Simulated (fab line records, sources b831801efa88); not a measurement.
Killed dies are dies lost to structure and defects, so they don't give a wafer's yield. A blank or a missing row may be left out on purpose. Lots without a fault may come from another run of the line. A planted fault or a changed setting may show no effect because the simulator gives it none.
Chamber matching | flow gf180mcu | GF_V5_CMP_26 on cmp-01: 4 sister chambers
The step polishes, stops on SiO2, t overpolish 15 s, target thk 0 nm. 7 wafers are shown with their chamber, then 8 later ones without.

WAFERS WITH THEIR CHAMBER
wafer  | chamber | motor_current_A (A) | time_to_endpoint_s (s)
L391.4 | 2       | 12.0                | 85.7
L401.1 | 0       | 10.4                | 84.2
L401.6 | 1       | 10.6                | 84.5
L406.2 | 0       | 10.3                | 82.9
L406.4 | 3       | 9.8                 | 87.1
L406.5 | 3       | 10.2                | 86.5
L410.1 | 1       | 10.4                | 85.3

WAFERS WITHOUT THEIR CHAMBER
wafer  | motor_current_A (A) | time_to_endpoint_s (s)
L410.4 | 10.0                | 86.1
L410.6 | 9.8                 | 88.7
L411.1 | 10.9                | 86.4
L411.2 | 10.6                | 86.2
L411.3 | 9.3                 | 86.4
L412.1 | 11.6                | 82.7
L412.3 | 10.1                | 89.4
L412.4 | 10.8                | 82.8

WHICH CHAMBER EACH WENT THROUGH
wafer  | from the rows above          | in truth
L410.4 | 3                            | 3
L410.6 | 3                            | 3
L411.1 | can't be placed: 1 or 3      | 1
L411.2 | can't be placed: 1 or 3      | 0
L411.3 | 3                            | 3
L412.1 | can't be placed: 2 or 1 or 0 | 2
L412.3 | 3                            | 3
L412.4 | can't be placed: 0 or 1      | 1
Placed correctly: 4 of 8. Can't be placed from these rows: 4 (the true chamber is among the candidates in 3). Placed wrongly: 0.
How it was worked out, from the rows above alone: a wafer's distance from a chamber is the root of the sum, over the readings, of the square of ((its reading less the chamber's mean) divided by the reading's scatter). The wafer belongs to the nearest chamber; if the next one is less than 2 further off, it can't be placed. A chamber's mean is the mean of its shown wafers. The scatter: the root of (the sum of the squares of (reading less its chamber's mean) over the shown wafers, divided by (wafers less chambers)).
